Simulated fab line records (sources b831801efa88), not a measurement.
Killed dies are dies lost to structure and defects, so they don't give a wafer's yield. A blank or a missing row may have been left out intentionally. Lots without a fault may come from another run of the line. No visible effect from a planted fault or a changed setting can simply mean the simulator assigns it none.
Which tool did it? + flow sky130 + 72 wafers from 24 lots sampled at 3 of the route's 708 steps

WHAT EACH GAUGE READ, for each wafer
SKY_VT_ADJUST_HVTR_OVL_MEAS_08. Usual: VT_ADJUST_HVTR_OVL gives 0.7 nm (standard deviation 1.3).
| lot  | measured     | on         | VT_ADJUST_HVTR_OVL (nm) | flag |
|------|--------------|------------|-------------------------|------|
| L074 | day 9 07:06  | overlay-02 | 2.3 1.7 -1.1            |      |
| L075 | day 9 17:41  | overlay-02 | 2.1 2.1 1.5             |      |
| L076 | day 10 01:14 | overlay-01 | -0.9 -0.4 3.1           |      |
| L077 | day 10 08:51 | overlay-01 | -2.7 -2.6 -1.4          |      |
| L078 | day 10 16:54 | overlay-01 | 0.9 -0.6 -0.4           |      |
| L079 | day 10 21:47 | overlay-01 | 0.0 -2.0 0.7            |      |
| L080 | day 11 09:11 | overlay-02 | 2.9 3.9 0.8             |      |
| L081 | day 11 13:14 | overlay-01 | 1.7 -0.3 0.4            |      |
| L082 | day 12 02:13 | overlay-02 | 0.4 -0.9 -0.4           |      |
| L083 | day 12 08:41 | overlay-01 | 0.2 1.0 -0.1            |      |
| L084 | day 12 12:33 | overlay-02 | 1.8 1.1 0.8             |      |
| L085 | day 12 22:26 | overlay-01 | -0.4 -0.4 -2.0          |      |
| L086 | day 13 03:15 | overlay-01 | 2.0 -0.3 2.9            |      |
| L087 | day 13 14:22 | overlay-01 | -0.4 -0.4 1.7           |      |
| L088 | day 14 00:07 | overlay-02 | 1.5 2.0 1.4             |      |
| L089 | day 14 02:05 | overlay-01 | 2.5 1.7 3.0             |      |
| L090 | day 14 11:15 | overlay-01 | 0.9 2.8 2.2             |      |
| L091 | day 14 14:56 | overlay-01 | 1.9 0.8 1.1             |      |
| L092 | day 14 21:08 | overlay-01 | -0.4 0.2 0.5            |      |
| L093 | day 15 07:22 | overlay-01 | 2.1 0.5 -1.1            |      |
| L094 | day 15 14:39 | overlay-01 | 0.4 2.6 0.8             |      |
| L095 | day 15 22:14 | overlay-01 | 0.2 -1.1 0.7            |      |
| L096 | day 16 02:30 | overlay-02 | -1.0 2.0 0.9            |      |
| L097 | day 16 11:08 | overlay-01 | -1.0 0.2 0.1            |      |

SKY_LDD_P_TW_MEAS_11. Usual: LDD_P_TW gives 641 (standard deviation 7.7).
| lot  | measured     | on           | LDD_P_TW    | flag |
|------|--------------|--------------|-------------|------|
| L074 | day 18 20:20 | filmMetro-02 | 649 648 648 |      |
| L075 | day 19 07:29 | filmMetro-04 | 637 639 638 |      |
| L076 | day 19 14:14 | filmMetro-02 | 651 656 652 |      |
| L077 | day 20 03:17 | filmMetro-03 | 633 637 636 |      |
| L078 | day 20 11:44 | filmMetro-03 | 636 639 639 |      |
| L079 | day 20 19:05 | filmMetro-03 | 637 635 640 |      |
| L080 | day 21 12:23 | filmMetro-04 | 637 637 635 |      |
| L081 | day 21 17:23 | filmMetro-04 | 636 637 634 |      |
| L082 | day 22 04:31 | filmMetro-03 | 636 637 639 |      |
| L083 | day 22 12:35 | filmMetro-02 | 654 649 652 |      |
| L084 | day 22 21:05 | filmMetro-02 | 646 650 654 |      |
| L085 | day 23 06:31 | filmMetro-02 | 649 647 645 |      |
| L086 | day 23 17:14 | filmMetro-04 | 634 630 634 |      |
| L087 | day 24 05:01 | filmMetro-03 | 636 635 636 |      |
| L088 | day 24 13:09 | filmMetro-02 | 645 646 647 |      |
| L089 | day 24 12:50 | filmMetro-04 | 631 631 634 |      |
| L090 | day 25 09:35 | filmMetro-04 | 629 627 634 |      |
| L091 | day 25 09:11 | filmMetro-02 | 654 653 650 |      |
| L092 | day 25 10:14 | filmMetro-02 | 651 650 650 |      |
| L093 | day 25 20:30 | filmMetro-04 | 631 631 627 |      |
| L094 | day 26 03:11 | filmMetro-02 | 648 650 646 |      |
| L095 | day 26 14:14 | filmMetro-03 | 633 635 638 |      |
| L096 | day 26 19:29 | filmMetro-02 | 651 651 652 |      |
| L097 | day 27 02:50 | filmMetro-04 | 635 637 640 |      |

SKY_LDD_LDN_OVL_MEAS_07. Usual: LDD_LDN_OVL gives -0.5 nm (standard deviation 1.4).
| lot  | measured     | on         | LDD_LDN_OVL (nm) | flag |
|------|--------------|------------|------------------|------|
| L074 | day 22 15:29 | overlay-01 | -2.4 -1.2 -2.2   |      |
| L075 | day 23 04:02 | overlay-01 | -1.0 1.0 -1.6    |      |
| L076 | day 23 08:19 | overlay-01 | -3.4 -1.4 -1.1   |      |
| L077 | day 23 21:56 | overlay-02 | 0.5 -0.9 0.7     |      |
| L078 | day 24 07:38 | overlay-02 | 0.4 1.2 1.4      |      |
| L079 | day 24 12:55 | overlay-01 | -0.6 -0.4 -1.3   |      |
| L080 | day 25 06:01 | overlay-01 | 0.1 -2.8 -2.1    |      |
| L081 | day 25 11:37 | overlay-02 | 1.1 0.2 0.8      |      |
| L082 | day 25 20:59 | overlay-02 | 2.5 0.1 -0.1     |      |
| L083 | day 26 04:37 | overlay-01 | -0.4 0.1 -0.1    |      |
| L084 | day 26 12:56 | overlay-01 | -2.3 0.0 -3.0    |      |
| L085 | day 26 22:13 | overlay-01 | -2.6 -0.1 -2.3   |      |
| L086 | day 27 07:47 | overlay-02 | -3.2 -2.6 -1.0   |      |
| L087 | day 27 20:23 | overlay-02 | -1.3 0.9 -1.8    |      |
| L088 | day 28 03:38 | overlay-02 | 0.9 1.5 1.4      |      |
| L089 | day 28 02:49 | overlay-02 | -0.5 -0.2 0.4    |      |
| L090 | day 29 00:02 | overlay-01 | -1.3 -0.9 -1.0   |      |
| L091 | day 28 22:46 | overlay-02 | -1.5 0.5 -1.0    |      |
| L092 | day 29 00:20 | overlay-02 | -0.1 2.1 0.3     |      |
| L093 | day 29 09:41 | overlay-02 | 1.5 0.3 -0.1     |      |
| L094 | day 29 15:14 | overlay-01 | -1.6 -1.0 -2.5   |      |
| L095 | day 30 01:58 | overlay-02 | 0.0 0.4 -0.1     |      |
| L096 | day 30 08:16 | overlay-01 | 1.1 -1.8 0.9     |      |
| L097 | day 30 14:28 | overlay-02 | -0.2 1.0 0.3     |      |

WHAT TOOL EACH LOT RAN ON (gives the tool, then ch and the chambers of the sampled wafers, and finally the start)
The record holds no process step before these readings.

AS READ BY THE TOOLS THEMSELVES (means over the sampled wafers that have a number; for cases with no such wafer, the mark the record gives instead)
The record holds no such reading with a usual standard deviation.

THE ANSWER, worked out from the rows above alone
Rule: a lot counts as off when the mean over its wafers that have a number is more than 3 standard deviations away from the usual mean. A lot without any number at a reading at which 4 lots or more have one is off too. All remaining lots with rows at the step are treated as sound. First the gauges in route order, then the tools' own readings, where a lot's mean is used as printed above. The first step at which some lot is off is used, and at that step the reading that is off furthest; a lot without a number counts as furthest.
Across all readings shown, no lot is off: no conclusion can be drawn from this.

WHAT THE SIMULATOR PUT IN
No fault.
